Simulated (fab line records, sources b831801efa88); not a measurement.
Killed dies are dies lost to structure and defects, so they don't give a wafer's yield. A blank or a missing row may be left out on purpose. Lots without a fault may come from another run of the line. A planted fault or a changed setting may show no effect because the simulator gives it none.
Tool commonality check | flow sky130 | 15 lots, 45 wafers sampled

WHY IT WAS OPENED
At SKY_VT_ADJUST_NCORE_TW_MEAS_11 the reading VT_ADJUST_NCORE_TW is flagged on 3 of 15 lots. Wafers without a fault read 219.4, standard deviation 2.4.
Rule: a lot is flagged when every wafer of it that has a number lies more than 4 standard deviations from that mean, or none has a number. The other lots count as sound.

lot  | measured     | on            | VT_ADJUST_NCORE_TW, wafer by wafer | flag
L988 | day 8 12:14  | film_metro-01 | 223.8 222.4 223.0                  |
L989 | day 8 18:35  | film_metro-04 | 219.6 217.1 219.1                  |
L990 | day 9 00:26  | film_metro-04 | 218.1 218.9 219.0                  |
L991 | day 9 08:47  | film_metro-04 | 218.7 218.2 217.9                  |
L992 | day 10 05:24 | film_metro-04 | 216.6 216.8 216.6                  |
L995 | day 10 15:46 | film_metro-01 | 223.3 223.0 224.2                  |
L996 | day 10 22:39 | film_metro-01 | 222.7 223.6 223.6                  |
L100 | day 11 23:54 | film_metro-04 | 217.1 217.6 217.8                  |
L104 | day 13 01:08 | film_metro-04 | 29.9 29.9 30.0                     | FLAGGED
L105 | day 13 11:10 | film_metro-01 | 30.5 30.5 30.6                     | FLAGGED
L106 | day 13 15:20 | film_metro-04 | 29.8 30.0 29.7                     | FLAGGED
L108 | day 14 09:56 | film_metro-03 | 217.7 217.0 216.8                  |
L109 | day 15 05:01 | film_metro-01 | 223.2 223.4 223.7                  |
L110 | day 15 06:43 | film_metro-03 | 217.7 219.7 219.7                  |
L111 | day 15 07:07 | film_metro-03 | 218.4 218.8 219.3                  |
The numbers of the flagged lots are 30.1 on average: -189.3 against the usual, or -79 standard deviations.

WHICH TOOL RAN EACH LOT
The record holds 2 process steps before the reading, out of a route of 708 steps. In each cell: the tool, then ch and the chambers that the sampled wafers went through, then the start.
lot  | flag    | SKY_VT_ADJUST_LVTN_STRIP_20          | SKY_VT_ADJUST_NCORE_STRIP_10
L988 |         | plasma_asher-02 ch 0,1, day 7 15:08  | plasma_asher-01 ch 0,1, day 8 12:08
L989 |         | plasma_asher-01 ch 0,1, day 7 22:03  | plasma_asher-04 ch 0,1, day 8 18:28
L990 |         | plasma_asher-01 ch 0,1, day 8 03:35  | plasma_asher-04 ch 0,1, day 9 00:20
L991 |         | plasma_asher-02 ch 0,1, day 8 11:56  | plasma_asher-04 ch 0,1, day 9 08:41
L992 |         | plasma_asher-04 ch 0, day 9 07:35    | plasma_asher-03 ch 1, day 10 05:18
L995 |         | plasma_asher-01 ch 0,1, day 9 17:44  | plasma_asher-01 ch 0,1, day 10 15:39
L996 |         | plasma_asher-01 ch 0,1, day 9 23:23  | plasma_asher-01 ch 0,1, day 10 22:33
L100 |         | plasma_asher-04 ch 0,1, day 11 00:36 | plasma_asher-04 ch 0,1, day 11 23:48
L104 | FLAGGED | plasma_asher-01 ch 0,1, day 12 00:01 | plasma_asher-04 ch 0,1, day 13 01:02
L105 | FLAGGED | plasma_asher-02 ch 0, day 12 09:26   | plasma_asher-01 ch 0, day 13 11:04
L106 | FLAGGED | plasma_asher-04 ch 0,1, day 12 14:02 | plasma_asher-04 ch 0,1, day 13 15:15
L108 |         | plasma_asher-04 ch 0,1, day 13 07:50 | plasma_asher-01 ch 0,1, day 14 09:50
L109 |         | plasma_asher-04 ch 0, day 14 01:44   | plasma_asher-01 ch 0,1, day 15 04:55
L110 |         | plasma_asher-02 ch 0,1, day 14 04:02 | plasma_asher-04 ch 0,1, day 15 06:36
L111 |         | plasma_asher-02 ch 0,1, day 14 05:08 | plasma_asher-01 ch 0,1, day 15 07:01
What these steps do:
- SKY_VT_ADJUST_LVTN_STRIP_20: strips in O2/N2.
- SKY_VT_ADJUST_NCORE_STRIP_10: strips in O2/N2.
- SKY_VT_ADJUST_NCORE_TW_MEAS_11

FLAGGED OVER TOTAL, TOOL BY TOOL (the gauges that took the reading come last)
step                           | tool            | lots run | flagged | share of the flagged lots | sound lots run after its first flagged lot
SKY_VT_ADJUST_LVTN_STRIP_20    | plasma_asher-01 | 5        | 1       | some                      | 0
SKY_VT_ADJUST_LVTN_STRIP_20    | plasma_asher-02 | 5        | 1       | some                      | 2 (L110,L111)
SKY_VT_ADJUST_LVTN_STRIP_20    | plasma_asher-04 | 5        | 1       | some                      | 2 (L108,L109)
SKY_VT_ADJUST_NCORE_STRIP_10   | plasma_asher-01 | 7        | 1       | some                      | 3 (L108,L109,L111)
SKY_VT_ADJUST_NCORE_STRIP_10   | plasma_asher-03 | 1        | 0       | none                      | -
SKY_VT_ADJUST_NCORE_STRIP_10   | plasma_asher-04 | 7        | 2       | some                      | 1 (L110)
SKY_VT_ADJUST_NCORE_TW_MEAS_11 | film_metro-01   | 5        | 1       | some                      | 1 (L109)
SKY_VT_ADJUST_NCORE_TW_MEAS_11 | film_metro-03   | 3        | 0       | none                      | -
SKY_VT_ADJUST_NCORE_TW_MEAS_11 | film_metro-04   | 7        | 2       | some                      | 0

WHAT THE TABLE ALLOWS
No row of the table ran every flagged lot.

WHAT THE SIMULATOR HAD PUT IN
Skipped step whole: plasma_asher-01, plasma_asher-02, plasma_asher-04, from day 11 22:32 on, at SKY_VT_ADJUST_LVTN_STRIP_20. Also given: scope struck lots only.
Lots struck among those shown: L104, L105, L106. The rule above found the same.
